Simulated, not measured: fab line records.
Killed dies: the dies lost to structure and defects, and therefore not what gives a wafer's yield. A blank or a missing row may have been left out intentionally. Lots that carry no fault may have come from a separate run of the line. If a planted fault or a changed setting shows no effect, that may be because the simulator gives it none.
Struck lot and sound lot, side by side | flow sfqLine | 14 out of 325 route steps
Sound: the wafers L419.3, L419.4, L419.5. Wafers L412.1, L412.3, L412.4 were the ones struck. At the end, the cause is stated.
Order at every step that has rows: each side's tool, ch and its chambers, its first start. Under that, the readings that differ: sound wafers | struck wafers | difference of the means | sigmas: that difference in standard deviations of wafers without a fault.
alike: a reading whose means differ by less than 2 such deviations, as well as words and numbers matching on both sides. not compared: withheld readings; readings where some wafer has no value; bounds like >300 that might hide an equal value; numbers whose values overlap and for which the record gives no deviation.
Wherever a step has rows on one side only, a row that says differs or no value, or a row with sigmas, the two part there. Numbers that don't overlap but have no deviation are shown without sigmas and don't part them. A reading that every wafer of one side lacks parts them only if that side has two wafers or more.

first, 1 step without rows for these wafers: SFQ_TRILAYER_JJ_CE_LITHO_DEVELOP_116 (time 60 s).
SFQ_JJ_OVL_MEAS_931:
  struck on overlay-01, day 58 03:26; sound on overlay-01, day 60 05:21
  alike: J5_OVL
SFQ_TRILAYER_JJ_CE_METRO_MEASURE_117:
  struck on cdSem-01, day 58 03:29; sound on cdSem-02, day 60 05:46
  alike: cdNm
SFQ_TRILAYER_JJ_CE_BARC_OPEN_RIE_150: chemistry O2, target BARC, target depth 240 nm, time 80 s.
  sound on rieMetal-01 ch 0,1, day 60 06:36; struck on rieMetal-01 ch 1, day 58 04:41
  alike: drypumpMotorCurrentA, oesProductAu
  not compared: rfHoursCounterH
SFQ_TRILAYER_JJ_CE_ETCH_RIE_118: chemistry SF6, target Nb, stops on Al2O3, time 97.7 s, target depth 170 nm.
  sound on rieMetal-01 ch 0,1, day 60 06:42; struck on rieMetal-01 ch 1, day 58 04:52
  alike: drypumpMotorCurrentA, oesProductAu
  not compared: rfHoursCounterH
after that, 1 step had no rows for these wafers: SFQ_TRILAYER_JJ_ANODIZE_ANODIZE_119.
SFQ_TRILAYER_JJ_CE_STRIP_STRIP_120: strips in O2.
  sound on rieMetal-03 ch 1, day 60 07:40; struck on rieMetal-02 ch 0,1, day 58 05:35
  alike: drypumpMotorCurrentA, oesProductAu
  not compared: rfHoursCounterH
then, 5 steps without rows for these wafers: SFQ_TRILAYER_JJ_CE_STRIP_SOLV_CLEAN_121 (cleans in NMP, time 600 s); SFQ_TRILAYER_M5_LITHO_COAT_128 (resist thk 62 nm); SFQ_TRILAYER_M5_LITHO_COAT_123 (resist thk 600 nm); SFQ_TRILAYER_M5_LITHO_SOFTBAKE_127; SFQ_TRILAYER_M5_LITHO_EXPOSE_124 (exposes mask M5, target cd 700 nm).
SFQ_TRILAYER_M5_LITHO_PEB_126: peb time 60 s.
  struck on lithoTrack-02, day 58 16:23; sound on lithoTrack-02 ch 0, day 60 11:05
  no value came back on the struck wafers for chillPlateTempC (C), exhaustPa (Pa); on the sound wafers chillPlateTempC (C) reads 23.00 22.91 22.93
then, 1 step without rows for these wafers: SFQ_TRILAYER_M5_LITHO_DEVELOP_125 (time 60 s).

== WHERE THEY PART ==
At SFQ_TRILAYER_M5_LITHO_PEB_126 and nowhere else, as far as this record goes.

WHY: whatever the simulator had introduced
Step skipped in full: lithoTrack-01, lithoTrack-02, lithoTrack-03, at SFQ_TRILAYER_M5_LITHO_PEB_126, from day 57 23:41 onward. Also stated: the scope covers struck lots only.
